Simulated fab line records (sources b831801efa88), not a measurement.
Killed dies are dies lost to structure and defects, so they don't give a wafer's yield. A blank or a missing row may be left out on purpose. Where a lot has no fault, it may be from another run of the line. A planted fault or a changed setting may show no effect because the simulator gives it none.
fab line records ; flow sky130 ; part 1 of 2: steps 1 to 26 of 36
record lots=5; wafers=15; lastDay=50
route steps=708 shown LDD_LDN@291 SPACER@304 POLY_CUT@307 SD_P@320
lots untouched by any fault: they come from a run of this same line in which no faults occurred
startH: hours from the record's first day to the start of the lot's first wafer shown ; waitH: hours elapsed since this lot's preceding step ; " identical to the entry in the row above ; L1.1+2: a row that stands for several wafers ; - value missing, or start not given ; * or withheld: withheld ; < > ~ a bound
route shown NAME@n: a module of which the file shows steps, and the number in the route of the first ; usual: average and standard deviation across the fault-free wafers ; same: alike in all rows ; chamber/n: place in a boat ; sites: readings site by site ; _std_site: standard deviation across them ; _edge_site: the outer-site mean with the inner-site mean subtracted ; radiusMm: for every site, how far away it sits from the centre of the wafer ; mask NAME#n: copy n ; behind: tool/chamber where the wafer was last shaped ; hold: why the lot went on hold/how many hours it stayed there/how the hold came to an end ; device: which transistor (n, p or np) failed to switch ; end of line: the same wafers' tests at the end of the route ; step lacking rows: just its recipe ; killed: count of dies lost to structure and defects at first sort (not the wafer's yield) ; map: per-die view of a wafer (x killed, . not killed, _ where there is no die)
set.NAME: setting as actually run; set.NAME@STEP: the setting as run at that earlier step ; model.NAME: the simulator's own value behind a step, which no gauge read
a table for each step, a row for each wafer; lots at some steps of the route
services: a tool's chamber out of use, with start hour (startH, from the record's first day; less than 0 if before it), hours out, and reason
## steps
# step SKY_LDD_LDN_COAT_02
# recipe resist=NOVOLAK; spinRpm=3000; resistThkNm=1140
# usual dispensePressureKPa=49.4/1.7; spinSpeedRpm=3000.2/1.8
lot.wafer;tool;chamber;startH;waitH;dispensePressureKPa;spinSpeedRpm
L075.1;lithoTrack-03;0;520.91;0.1;50.9;2998.7
L075.4;lithoTrack-03;0;520.91;0.1;50.9;2998.8
L075.5;lithoTrack-03;0;520.91;0.1;50.9;2998.4
L090.1;lithoTrack-03;0;648.86;0.1;50.9;2999.9
L090.2;lithoTrack-03;0;648.86;0.1;50.9;3002.3
L090.6;lithoTrack-03;0;648.86;0.1;50.9;3005.0
L093.2;lithoTrack-03;0;664.89;0.1;50.9;2997.4
L093.3;lithoTrack-03;0;664.89;0.1;50.9;2996.4
L093.6;lithoTrack-03;0;664.89;0.1;50.9;2998.7
L094.1;lithoTrack-04;0;674.76;0.1;48.2;2999.4
L094.2;lithoTrack-04;0;674.76;0.1;48.2;2997.5
L094.4;lithoTrack-04;0;674.76;0.1;48.2;3001.5
L097.4;lithoTrack-03;0;695.29;0.1;50.9;3001.0
L097.5;lithoTrack-03;0;695.29;0.1;50.9;2998.4
L097.6;lithoTrack-03;0;695.29;0.1;50.9;2999.6
# step SKY_LDD_LDN_SOFTBAKE_03
# recipe tempC=90; timeS=60; resist=NOVOLAK
lot.wafer;tool;chamber;startH;waitH
L075.1+4+5;lithoTrack-03;0;521.06;0.1
L090.1+2+6;lithoTrack-03;0;649.01;0.1
L093.2+3+6;lithoTrack-03;0;665.04;0.1
L094.1+2+4;lithoTrack-04;0;674.91;0.1
L097.4+5+6;lithoTrack-03;0;695.44;0.1
# step SKY_LDD_LDN_EXPOSE_04
# recipe maskId=LDNTM; na=0.6; sourceShape=conventional; sigmaOuter=0.6; polarization=unpolarized; targetCdNm=700; doseMj=140
# usual reticleTempC=23.02/0.099
lot.wafer;tool;chamber;startH;waitH;mask;reticleTempC
L075.1;ilineStepper-01;0;-;-;LDNTM#0;22.84
L075.4;ilineStepper-01;0;-;-;LDNTM#0;23.06
L075.5;ilineStepper-01;0;-;-;LDNTM#0;23.00
L090.1;ilineStepper-01;0;-;-;LDNTM#0;23.07
L090.2;ilineStepper-01;0;-;-;LDNTM#0;22.82
L090.6;ilineStepper-01;0;-;-;LDNTM#0;23.04
L093.2;ilineStepper-01;0;-;-;LDNTM#0;22.97
L093.3;ilineStepper-01;0;-;-;LDNTM#0;23.05
L093.6;ilineStepper-01;0;-;-;LDNTM#0;23.03
L094.1;ilineStepper-02;0;-;-;LDNTM#0;23.01
L094.2;ilineStepper-02;0;-;-;LDNTM#0;23.08
L094.4;ilineStepper-02;0;-;-;LDNTM#0;22.97
L097.4;ilineStepper-02;0;-;-;LDNTM#0;23.08
L097.5;ilineStepper-02;0;-;-;LDNTM#0;22.94
L097.6;ilineStepper-02;0;-;-;LDNTM#0;23.05
# step SKY_LDD_LDN_PEB_05
# recipe tempC=withheld; timeS=*; resist=NOVOLAK
lot.wafer;tool;chamber;startH;waitH
L075.1+4+5;lithoTrack-02;0;-;-
L090.1+2+6;lithoTrack-04;0;-;-
L093.2+3+6;lithoTrack-02;0;-;-
L094.1+2+4;lithoTrack-03;0;-;-
L097.4+5+6;lithoTrack-03;0;-;-
# step SKY_LDD_LDN_DEVELOP_06
# recipe resist=NOVOLAK; developer=TMAH; developTimeS=60; devTempC=23
lot.wafer;tool;chamber;startH;waitH
L075.1+4+5;lithoTrack-02;0;536.52;0.1
L090.1+2+6;lithoTrack-04;0;662.86;0.1
L093.2+3+6;lithoTrack-02;0;679.14;0.1
L094.1+2+4;lithoTrack-03;0;689.11;0.1
L097.4+5+6;lithoTrack-03;0;709.89;0.1
# step SKY_LDD_LDN_OVL_MEAS_07
# usual LDD_LDN_OVL=-0.6/1.2
lot.wafer;tool;chamber;startH;waitH;LDD_LDN_OVL[nm]
L075.1;overlay-02;-;536.67;0.1;-1.0
L075.4;overlay-02;-;536.67;0.1;0.8
L075.5;overlay-02;-;536.67;0.1;1.0
L090.1;overlay-02;-;663.01;0.1;0.3
L090.2;overlay-02;-;663.01;0.1;1.0
L090.6;overlay-02;-;663.01;0.1;0.0
L093.2;overlay-01;-;679.27;0.1;0.7
L093.3;overlay-01;-;679.27;0.1;-0.6
L093.6;overlay-01;-;679.27;0.1;-0.6
L094.1;overlay-01;-;689.26;0.1;-0.9
L094.2;overlay-01;-;689.26;0.1;-1.1
L094.4;overlay-01;-;689.26;0.1;-2.4
L097.4;overlay-02;-;709.98;0.1;-0.5
L097.5;overlay-02;-;709.98;0.1;0.5
L097.6;overlay-02;-;709.98;0.1;0.3
# step SKY_LDD_LDN_IMPLANT_08
# recipe species=As; energyKev=15; doseCm2=1.25e+13; tiltDeg=withheld; rotationDeg=23
# usual beamEnergyKeV=15.001/0.0043
lot.wafer;tool;chamber;startH;waitH;beamEnergyKeV
L075.1;implanter-01;0;536.70;0.0;15.005
L075.4;implanter-01;0;536.70;0.0;14.997
L075.5;implanter-01;0;536.70;0.0;15.007
L090.1;implanter-03;0;663.05;0.0;15.005
L090.2;implanter-03;0;663.05;0.0;15.011
L090.6;implanter-03;0;663.05;0.0;15.007
L093.2;implanter-04;0;679.33;0.0;14.997
L093.3;implanter-04;0;679.33;0.0;15.006
L093.6;implanter-04;0;679.33;0.0;14.993
L094.1;implanter-01;0;689.30;0.0;15.002
L094.2;implanter-01;0;689.30;0.0;14.994
L094.4;implanter-01;0;689.30;0.0;14.997
L097.4;implanter-04;0;710.08;0.1;15.006
L097.5;implanter-04;0;710.08;0.1;15.003
L097.6;implanter-04;0;710.08;0.1;15.001
# step SKY_LDD_LDN_IMPLANT_09
# recipe species=As; energyKev=15; doseCm2=1.25e+13; tiltDeg=withheld; rotationDeg=113
# usual beamEnergyKeV=15.001/0.0046
lot.wafer;tool;chamber;startH;waitH;beamEnergyKeV
L075.1;implanter-01;0;536.85;0.1;15.002
L075.4;implanter-01;0;536.85;0.1;15.001
L075.5;implanter-01;0;536.85;0.1;14.994
L090.1;implanter-03;0;663.20;0.1;15.005
L090.2;implanter-03;0;663.20;0.1;15.002
L090.6;implanter-03;0;663.20;0.1;15.005
L093.2;implanter-04;0;679.48;0.1;15.001
L093.3;implanter-04;0;679.48;0.1;14.996
L093.6;implanter-04;0;679.48;0.1;15.001
L094.1;implanter-01;0;689.45;0.1;14.997
L094.2;implanter-01;0;689.45;0.1;15.009
L094.4;implanter-01;0;689.45;0.1;15.001
L097.4;implanter-04;0;710.23;0.1;14.997
L097.5;implanter-04;0;710.23;0.1;14.998
L097.6;implanter-04;0;710.23;0.1;15.001
# step SKY_LDD_LDN_IMPLANT_10
# recipe species=As; energyKev=14.79; doseCm2=1.25e+13; tiltDeg=withheld; rotationDeg=203
# usual beamEnergyKeV=14.790/0.0052
lot.wafer;tool;chamber;startH;waitH;beamEnergyKeV
L075.1;implanter-01;0;537.00;0.1;14.792
L075.4;implanter-01;0;537.00;0.1;14.790
L075.5;implanter-01;0;537.00;0.1;14.789
L090.1;implanter-03;0;663.35;0.1;14.793
L090.2;implanter-03;0;663.35;0.1;14.800
L090.6;implanter-03;0;663.35;0.1;14.794
L093.2;implanter-04;0;679.63;0.1;14.791
L093.3;implanter-04;0;679.63;0.1;14.792
L093.6;implanter-04;0;679.63;0.1;14.792
L094.1;implanter-01;0;689.60;0.1;14.805
L094.2;implanter-01;0;689.60;0.1;14.789
L094.4;implanter-01;0;689.60;0.1;14.799
L097.4;implanter-04;0;710.38;0.1;14.794
L097.5;implanter-04;0;710.38;0.1;14.786
L097.6;implanter-04;0;710.38;0.1;14.791
# step SKY_LDD_LDN_IMPLANT_11
# recipe species=As; energyKev=15; doseCm2=1.25e+13; tiltDeg=withheld; rotationDeg=293
# usual beamEnergyKeV=15.000/0.0049
lot.wafer;tool;chamber;startH;waitH;beamEnergyKeV
L075.1;implanter-01;0;537.15;0.1;14.996
L075.4;implanter-01;0;537.15;0.1;15.001
L075.5;implanter-01;0;537.15;0.1;14.998
L090.1;implanter-03;0;663.50;0.1;15.000
L090.2;implanter-03;0;663.50;0.1;15.005
L090.6;implanter-03;0;663.50;0.1;15.003
L093.2;implanter-04;0;679.78;0.1;14.999
L093.3;implanter-04;0;679.78;0.1;14.996
L093.6;implanter-04;0;679.78;0.1;14.993
L094.1;implanter-01;0;689.75;0.1;15.007
L094.2;implanter-01;0;689.75;0.1;15.004
L094.4;implanter-01;0;689.75;0.1;14.998
L097.4;implanter-04;0;710.53;0.1;15.000
L097.5;implanter-04;0;710.53;0.1;15.000
L097.6;implanter-04;0;710.53;0.1;14.997
# step SKY_LDD_LDN_STRIP_12
# recipe chemistry=O2/N2; powerW=1400; pressureMtorr=1500; platenTempC=withheld; o2FlowSccm=3000; n2FlowSccm=300; overashFraction=0.5
# usual chamberPressureMTorr=1500.1/1.2; drypumpMotorCurrentA=6.01/0.25; n2FlowSccm=300.1/0.79; oesProductAu=0.715/0.0046; stripTimeToEndpointS=14.18/0.035
lot.wafer;tool;chamber;startH;waitH;chamberPressureMTorr;drypumpMotorCurrentA;n2FlowSccm;oesProductAu;rfHoursCounterH;stripTimeToEndpointS
L075.1;plasmaAsher-04;1;537.30;0.1;1501.7;6.00;300.0;0.714;72;14.18
L075.4;plasmaAsher-04;1;537.30;0.1;1500.6;5.97;298.5;0.717;-;14.11
L075.5;plasmaAsher-04;1;537.30;0.1;1501.4;5.97;297.9;0.711;-;14.16
L090.1;plasmaAsher-04;0;663.65;0.1;1499.6;6.06;300.3;0.713;84;14.20
L090.2;plasmaAsher-04;1;663.65;0.1;1499.6;6.01;301.4;0.711;84;14.20
L090.6;plasmaAsher-04;1;663.65;0.1;1501.6;5.98;299.6;0.715;-;14.21
L093.2;plasmaAsher-04;0;679.90;0.1;1500.0;6.05;300.3;0.704;86;14.19
L093.3;plasmaAsher-04;1;679.90;0.1;1500.7;6.05;300.1;0.711;-;14.15
L093.6;plasmaAsher-04;1;679.90;0.1;1502.3;6.00;299.8;0.719;-;14.21
L094.1;plasmaAsher-03;0;689.90;0.1;1501.4;6.14;298.8;0.708;55;14.22
L094.2;plasmaAsher-03;1;689.90;0.1;1499.2;5.97;299.2;0.710;55;14.17
L094.4;plasmaAsher-03;0;689.90;0.1;1500.2;6.14;299.8;0.719;-;14.11
L097.4;plasmaAsher-02;0;710.63;0.1;1501.9;6.35;300.0;0.709;-;14.17
L097.5;plasmaAsher-02;1;710.63;0.1;1499.8;5.52;299.8;0.707;-;14.26
L097.6;plasmaAsher-02;0;710.63;0.1;1499.6;6.37;300.6;0.706;-;14.21
# step SKY_LDD_LDN_TW_MEAS_13
# usual LDD_LDN_TW=1475/9.3
lot.wafer;tool;chamber;startH;waitH;LDD_LDN_TW
L075.1;filmMetro-03;-;537.40;0.1;1487
L075.4;filmMetro-03;-;537.40;0.1;1497
L075.5;filmMetro-03;-;537.40;0.1;1489
L090.1;filmMetro-02;-;663.75;0.1;1489
L090.2;filmMetro-02;-;663.75;0.1;1488
L090.6;filmMetro-02;-;663.75;0.1;1487
L093.2;filmMetro-02;-;680.01;0.1;1487
L093.3;filmMetro-02;-;680.01;0.1;1482
L093.6;filmMetro-02;-;680.01;0.1;1483
L094.1;filmMetro-03;-;690.00;0.1;1469
L094.2;filmMetro-03;-;690.00;0.1;1466
L094.4;filmMetro-03;-;690.00;0.1;1475
L097.4;filmMetro-04;-;710.73;0.1;1466
L097.5;filmMetro-04;-;710.73;0.1;1462
L097.6;filmMetro-04;-;710.73;0.1;1467
# step SKY_LDD_LDN_CLEAN_14
# recipe chemistry=SC1/SC2; mix=1:4:20; tempC=70; timeS=150; dry=n2Spin
lot.wafer;tool;chamber;startH;waitH
L075.1+4+5;wetBench-02;3;537.46;0.1
L090.1+2+6;wetBench-02;0;663.81;0.1
L093.2+3+6;wetBench-03;3;680.06;0.0
L094.1+2+4;wetBench-03;1;690.06;0.1
L097.4+5+6;wetBench-03;0;710.76;0.0
# step SKY_SPACER_CVD_00
# recipe material=Si3N4; precursor=DCS/NH3; targetThkNm=43.1; tempC=770; timeS=740; pressureMtorr=250
lot.wafer;tool;chamber;startH;waitH
L075.1+4+5;lpcvd-02;0;537.52;0.0
L090.1+2+6;lpcvd-02;1;663.86;0.0
L093.2+3+6;lpcvd-02;1;680.12;0.0
L094.1+2+4;lpcvd-02;1;690.19;0.1
L097.4+5+6;lpcvd-02;1;710.83;0.0
# step SKY_SPACER_THK_MEAS_01
# recipe reads=Si3N4_of_SPACER_CVD_00
# usual SPACER_CVD_00_THK=43.0/0.41
lot.wafer;tool;chamber;startH;waitH;SPACER_CVD_00_THK[nm]
L075.1;filmMetro-01;-;538.72;0.0;43.5
L075.4;filmMetro-01;-;538.72;0.0;43.4
L075.5;filmMetro-01;-;538.72;0.0;43.5
L090.1;filmMetro-03;-;665.06;0.0;42.8
L090.2;filmMetro-03;-;665.06;0.0;42.7
L090.6;filmMetro-03;-;665.06;0.0;43.1
L093.2;filmMetro-03;-;681.34;0.0;42.5
L093.3;filmMetro-03;-;681.34;0.0;42.9
L093.6;filmMetro-03;-;681.34;0.0;42.6
L094.1;filmMetro-03;-;691.39;0.0;42.9
L094.2;filmMetro-03;-;691.39;0.0;43.1
L094.4;filmMetro-03;-;691.39;0.0;43.0
L097.4;filmMetro-01;-;712.06;0.0;42.6
L097.5;filmMetro-01;-;712.06;0.0;42.9
L097.6;filmMetro-01;-;712.06;0.0;42.7
# step SKY_SPACER_ETCHBACK_02
# recipe chemistry=CH3F/O2; target=Si3N4; stopOn=SiO2; sourceW=400; biasW=80; pressureMtorr=25; ch3fFlowSccm=40; O2_flow_sccm=30; timeS=46.7; targetDepthA=450
# usual chamberPressureMTorr=25.000/0.022; drypumpMotorCurrentA=5.6/0.51; oesProductAu=0.854/0.0068; rfFwdPowerW=396.8/1.6; throttleValvePct=10.562/0.0085
lot.wafer;tool;chamber;startH;waitH;chamberPressureMTorr;drypumpMotorCurrentA;oesProductAu;rfFwdPowerW;rfHoursCounterH;throttleValvePct
L075.1;rieDiel-04;3;538.78;0.1;25.003;5.8;0.858;397.6;18;10.562
L075.4;rieDiel-04;1;538.78;0.1;25.032;4.9;0.867;395.7;10;10.573
L075.5;rieDiel-04;0;538.78;0.1;25.016;5.5;0.862;395.4;-;10.558
L090.1;rieDiel-01;1;665.12;0.1;25.005;6.3;0.849;395.5;5;10.565
L090.2;rieDiel-01;2;665.12;0.1;25.015;5.6;0.853;395.1;2;10.546
L090.6;rieDiel-01;0;665.12;0.1;24.953;5.7;0.853;395.6;-;10.578
L093.2;rieDiel-03;1;681.39;0.0;24.996;6.0;0.853;397.7;16;10.574
L093.3;rieDiel-03;0;681.39;0.0;25.000;6.4;0.848;396.2;17;10.547
L093.6;rieDiel-03;2;681.39;0.0;25.002;6.0;0.854;395.4;-;10.561
L094.1;rieDiel-01;3;691.45;0.1;25.004;4.9;0.848;397.4;3;10.551
L094.2;rieDiel-01;1;691.45;0.1;24.963;6.3;0.857;396.4;5;10.568
L094.4;rieDiel-01;2;691.45;0.1;24.977;5.6;0.850;396.6;2;10.566
L097.4;rieDiel-04;3;712.09;0.0;24.989;5.8;0.850;396.9;21;10.573
L097.5;rieDiel-04;3;712.09;0.0;24.981;5.8;0.854;396.7;-;10.554
L097.6;rieDiel-04;0;712.09;0.0;24.979;5.6;0.852;394.3;-;10.566
# step SKY_POLY_CUT_DEHYDRATE_00
# recipe tempC=200; timeS=60
lot.wafer;tool;chamber;startH;waitH
L075.1+4+5;lithoTrack-04;0;552.81;14.0
L090.1+2+6;lithoTrack-04;0;679.46;14.3
L093.2+3+6;lithoTrack-04;0;695.13;13.7
L094.1+2+4;lithoTrack-03;0;704.66;13.2
L097.4+5+6;lithoTrack-01;0;725.56;13.4
# step SKY_POLY_CUT_HMDS_01
# recipe primeTimeS=60; primeTempC=120
lot.wafer;tool;chamber;startH;waitH
L075.1+4+5;lithoTrack-04;0;552.96;0.1
L090.1+2+6;lithoTrack-04;0;679.61;0.1
L093.2+3+6;lithoTrack-04;0;695.28;0.1
L094.1+2+4;lithoTrack-03;0;704.81;0.1
L097.4+5+6;lithoTrack-01;0;725.71;0.1
# step SKY_POLY_CUT_COAT_02
# recipe resist=BARC; tempC=withheld; timeS=withheld; spinRpm=3000; resistThkNm=60
# usual dispensePressureKPa=52.2/2.8; spinSpeedRpm=3000.2/1.8
lot.wafer;tool;chamber;startH;waitH;dispensePressureKPa;spinSpeedRpm
L075.1;lithoTrack-04;0;553.11;0.1;48.2;2997.0
L075.4;lithoTrack-04;0;553.11;0.1;48.2;2999.8
L075.5;lithoTrack-04;0;553.11;0.1;48.2;2998.2
L090.1;lithoTrack-04;0;679.76;0.1;48.2;3000.0
L090.2;lithoTrack-04;0;679.76;0.1;48.2;2999.8
L090.6;lithoTrack-04;0;679.76;0.1;48.2;3001.3
L093.2;lithoTrack-04;0;695.43;0.1;48.2;2996.9
L093.3;lithoTrack-04;0;695.43;0.1;48.2;2998.7
L093.6;lithoTrack-04;0;695.43;0.1;48.2;2996.0
L094.1;lithoTrack-03;0;704.96;0.1;50.9;2999.9
L094.2;lithoTrack-03;0;704.96;0.1;50.9;3001.4
L094.4;lithoTrack-03;0;704.96;0.1;50.9;2998.3
L097.4;lithoTrack-01;0;725.86;0.1;55.3;2999.7
L097.5;lithoTrack-01;0;725.86;0.1;55.3;2999.3
L097.6;lithoTrack-01;0;725.86;0.1;55.3;2996.7
# step SKY_POLY_CUT_COAT_03
# recipe resist=KrF-thick; spinRpm=3000; resistThkNm=450
# usual dispensePressureKPa=52.2/2.8; spinSpeedRpm=2999.8/1.9
lot.wafer;tool;chamber;startH;waitH;dispensePressureKPa;spinSpeedRpm
L075.1;lithoTrack-04;0;-;-;48.2;3000.0
L075.4;lithoTrack-04;0;-;-;48.2;2997.4
L075.5;lithoTrack-04;0;-;-;48.2;2999.8
L090.1;lithoTrack-04;0;-;-;48.2;2998.1
L090.2;lithoTrack-04;0;-;-;48.2;2999.6
L090.6;lithoTrack-04;0;-;-;48.2;2995.6
L093.2;lithoTrack-04;0;-;-;48.2;2999.6
L093.3;lithoTrack-04;0;-;-;48.2;3000.0
L093.6;lithoTrack-04;0;-;-;48.2;3003.3
L094.1;lithoTrack-03;0;-;-;50.9;3002.1
L094.2;lithoTrack-03;0;-;-;50.9;2998.8
L094.4;lithoTrack-03;0;-;-;50.9;2999.2
L097.4;lithoTrack-01;0;-;-;55.3;3000.3
L097.5;lithoTrack-01;0;-;-;55.2;2997.6
L097.6;lithoTrack-01;0;-;-;55.3;2998.0
# step SKY_POLY_CUT_SOFTBAKE_04
# recipe tempC=100; timeS=90; resist=KrF-thick
lot.wafer;tool;chamber;startH;waitH
L075.1+4+5;lithoTrack-04;0;-;-
L090.1+2+6;lithoTrack-04;0;-;-
L093.2+3+6;lithoTrack-04;0;-;-
L094.1+2+4;lithoTrack-03;0;-;-
L097.4+5+6;lithoTrack-01;0;-;-
# step SKY_POLY_CUT_EXPOSE_05
# recipe maskId=NPCM; na=0.8; sourceShape=annular; sigmaInner=0.55; sigmaOuter=0.85; targetCdNm=270; doseMj=32
# usual reticleTempC=23.01/0.1
lot.wafer;tool;chamber;startH;waitH;mask;reticleTempC
L075.1;krfScanner-01;0;-;-;NPCM#0;23.02
L075.4;krfScanner-01;0;-;-;NPCM#0;23.04
L075.5;krfScanner-01;0;-;-;NPCM#0;23.05
L090.1;krfScanner-02;0;-;-;NPCM#0;22.99
L090.2;krfScanner-02;0;-;-;NPCM#0;22.99
L090.6;krfScanner-02;0;-;-;NPCM#0;23.01
L093.2;krfScanner-02;0;-;-;NPCM#0;23.07
L093.3;krfScanner-02;0;-;-;NPCM#0;23.04
L093.6;krfScanner-02;0;-;-;NPCM#0;23.12
L094.1;krfScanner-02;0;-;-;NPCM#0;23.09
L094.2;krfScanner-02;0;-;-;NPCM#0;23.04
L094.4;krfScanner-02;0;-;-;NPCM#0;23.01
L097.4;krfScanner-01;0;-;-;NPCM#0;22.67
L097.5;krfScanner-01;0;-;-;NPCM#0;22.83
L097.6;krfScanner-01;0;-;-;NPCM#0;23.00
# step SKY_POLY_CUT_PEB_06
# recipe pebTempC=withheld; pebTimeS=withheld; resist=KrF-thick
lot.wafer;tool;chamber;startH;waitH
L075.1+4+5;lithoTrack-03;0;-;-
L090.1+2+6;lithoTrack-03;0;-;-
L093.2+3+6;lithoTrack-01;0;-;-
L094.1+2+4;lithoTrack-04;0;-;-
L097.4+5+6;lithoTrack-03;0;-;-
# step SKY_POLY_CUT_DEVELOP_07
# recipe developTimeS=60; resist=KrF-thick; devTempC=21
lot.wafer;tool;chamber;startH;waitH
L075.1+4+5;lithoTrack-03;0;-;-
L090.1+2+6;lithoTrack-03;0;-;-
L093.2+3+6;lithoTrack-01;0;-;-
L094.1+2+4;lithoTrack-04;0;-;-
L097.4+5+6;lithoTrack-03;0;-;-
# step SKY_POLY_CUT_CD_MEAS_08
# recipe targetCdNm=270
# usual cdNm=270.0/1.4
lot.wafer;tool;chamber;startH;waitH;cdNm
L075.1;cdSem-02;-;568.21;-;271.5
L075.4;cdSem-02;-;568.21;-;270.0
L075.5;cdSem-02;-;568.21;-;271.2
L090.1;cdSem-02;-;694.01;-;269.4
L090.2;cdSem-02;-;694.01;-;271.3
L090.6;cdSem-02;-;694.01;-;270.4
L093.2;cdSem-02;-;710.36;-;268.6
L093.3;cdSem-02;-;710.36;-;269.5
L093.6;cdSem-02;-;710.36;-;269.3
L094.1;cdSem-02;-;719.81;-;269.8
L094.2;cdSem-02;-;719.81;-;269.0
L094.4;cdSem-02;-;719.81;-;267.3
L097.4;cdSem-02;-;739.97;-;273.3
L097.5;cdSem-02;-;739.97;-;271.3
L097.6;cdSem-02;-;739.97;-;270.7
# step SKY_POLY_CUT_OVL_MEAS_09
# usual POLY_CUT_OVL=-3/5.5
lot.wafer;tool;chamber;startH;waitH;POLY_CUT_OVL[nm]
L075.1;overlay-01;-;568.33;0.1;-8
L075.4;overlay-01;-;568.33;0.1;-10
L075.5;overlay-01;-;568.33;0.1;-8
L090.1;overlay-02;-;694.13;0.1;-8
L090.2;overlay-02;-;694.13;0.1;-3
L090.6;overlay-02;-;694.13;0.1;-13
L093.2;overlay-02;-;710.46;0.1;3
L093.3;overlay-02;-;710.46;0.1;6
L093.6;overlay-02;-;710.46;0.1;5
L094.1;overlay-01;-;719.93;0.1;2
L094.2;overlay-01;-;719.93;0.1;7
L094.4;overlay-01;-;719.93;0.1;3
L097.4;overlay-01;-;740.05;0.1;2
L097.5;overlay-01;-;740.05;0.1;-3
L097.6;overlay-01;-;740.05;0.1;2
